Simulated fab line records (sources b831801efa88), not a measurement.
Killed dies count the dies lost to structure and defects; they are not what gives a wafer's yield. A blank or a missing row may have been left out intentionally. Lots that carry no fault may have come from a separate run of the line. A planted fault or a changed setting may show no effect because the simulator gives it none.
Struck lot and sound lot, side by side    flow sky130    19 steps out of a route of 708
Sound: the wafers L816.1, L816.3, L816.6. Struck: wafer L837.3 (left out: L837.4, L837.5 of the same lot, which were not struck); the cause appears at the end.
At each step with rows: each side's tool, then ch and its chambers, then its first start. Under that, the readings that differ: sound wafers    struck wafers    difference of the means    sigmas: that difference in standard deviations of wafers without a fault.
alike: same words and numbers on both sides, and readings whose means sit less than 2 such deviations apart. not compared: any withheld reading, any reading some wafer has no value for, any bound like >300 that may hide the same value, and any number with overlapping values for which the record gives no deviation.
The two part at a step that has a row with sigmas, a row that says differs or no value, or rows on one side only. Numbers that don't overlap but have no deviation are shown without sigmas and don't part them. A reading that every wafer of one side lacks parts them only if that side has two wafers or more.

first, 2 steps without rows for these wafers: SKY_PASSIVATION_PEB_09; SKY_PASSIVATION_DEVELOP_10 (develop time 60 s).
SKY_PASSIVATION_ETCH_11: etches the open film in CF4/O2, stops on AlCu, target depth 725 nm, time 161.1 s.
  sound on rie-diel-03 ch 0,2,3, day 44 20:29; struck on rie-diel-04 ch 2, day 49 23:49
  alike: drypump-motor-current-A, oes-product-au, throttle-valve-pct
  not compared: rf-hours-counter-h
SKY_PASSIVATION_STRIP_12: strips in O2/N2.
  sound on plasma-asher-01 ch 0, day 44 20:35; struck on plasma-asher-01 ch 0, day 49 23:56
reading              sound           struck  difference  sigmas
o2-flow-sccm (sccm)  3005 2990 2985  3015    +22         +2
  alike: drypump-motor-current-A, oes-product-au, strip-time-to-endpoint-s
  not compared: rf-hours-counter-h
then, 7 steps without rows for these wafers: SKY_PAD_OPEN_DEHYDRATE_00 (time 60 s); SKY_PAD_OPEN_HMDS_01 (prime time 60 s); SKY_PAD_OPEN_COAT_02 (resist thk 3000 nm); SKY_PAD_OPEN_SOFTBAKE_03; SKY_PAD_OPEN_EXPOSE_04 (exposes mask PDM, target cd 60000 nm); SKY_PAD_OPEN_PEB_05; SKY_PAD_OPEN_DEVELOP_06 (develop time 60 s).
SKY_PAD_OPEN_ETCH_07: etches the open film in CF4/O2, stops on AlCu, target depth 725 nm, time 161.1 s.
  sound on rie-diel-02 ch 2,3, day 45 17:23; struck on rie-diel-01 ch 1, day 50 15:38
  alike: drypump-motor-current-A, oes-product-au, throttle-valve-pct
  not compared: rf-hours-counter-h
SKY_PAD_OPEN_STRIP_08: strips in O2/N2.
  sound on plasma-asher-03 ch 0, day 45 17:29; struck on plasma-asher-01 ch 0, day 50 15:46
  alike: drypump-motor-current-A, o2-flow-sccm, oes-product-au
  not compared: rf-hours-counter-h
then, 4 steps without rows for these wafers: SKY_PAD_OPEN_STRIP_09 (strips in post etch residue remover, time 1200 s); SKY_PAD_OPEN_CLEAN_10 (cleans in IPA, time 180 s); SKY_PAD_OPEN_CLEAN_11 (cleans in O3/DIW); SKY_PAD_OPEN_ANNEAL_12.
SKY_PAD_OPEN_BOW_MEAS_13:
  sound: film-metro-02 at day 45 19:35; struck: film-metro-01 at day 50 17:53
  alike: PAD_OPEN_BOW
SKY_PAD_OPEN_PROBE_99:
  sound: prober-01 at day 45 19:42; struck: prober-02 at day 50 18:04
reading                                sound              struck  difference  sigmas
defect-limited-yield (%)               79.9 82.9 81.7     72.2    -9.3        -5
killed-at-front-end                    21 17 19           8       -11         -2
killed-at-other                        1 0 2              72      +71         +99 or more
killed-dies                            99 84 90           137     +46         +5
killed-open                            46 42 47           30      -15         -2
sort_bin_3_pad_short (%)               0.8 1.2 1.0        4.9     +3.9        +10
sort_bin_5_function (%)                10.4 10.0 10.6     17.7    +7.4        +6
sort-n-pass                            393 408 402        355     -46         -5
sort-yield-pct (%)                     79.9 82.9 81.7     72.2    -9.3        -5
model.etest.tester.sort-n-pass         393 408 402        355     -46         
model.etest.tester.sort-yield-pct (%)  79.88 82.93 81.71  72.15   -9.36       
model.etest.tester.sort_bin_5_pct (%)  10.37 9.959 10.57  17.68   +7.38       
model.etest.tester.sort_bin_3_pct (%)  0.813 1.22 1.016   4.878   +3.862      
  alike: killed_at_M0_to_M3, killed_at_M4_up, killed-at-contacts, killed-on-rim, killed-short, sort_bin_6_memory

== WHERE THEY PART ==
First at SKY_PASSIVATION_STRIP_12; last, within this record, at SKY_PAD_OPEN_PROBE_99.

WHY: whatever the simulator had introduced
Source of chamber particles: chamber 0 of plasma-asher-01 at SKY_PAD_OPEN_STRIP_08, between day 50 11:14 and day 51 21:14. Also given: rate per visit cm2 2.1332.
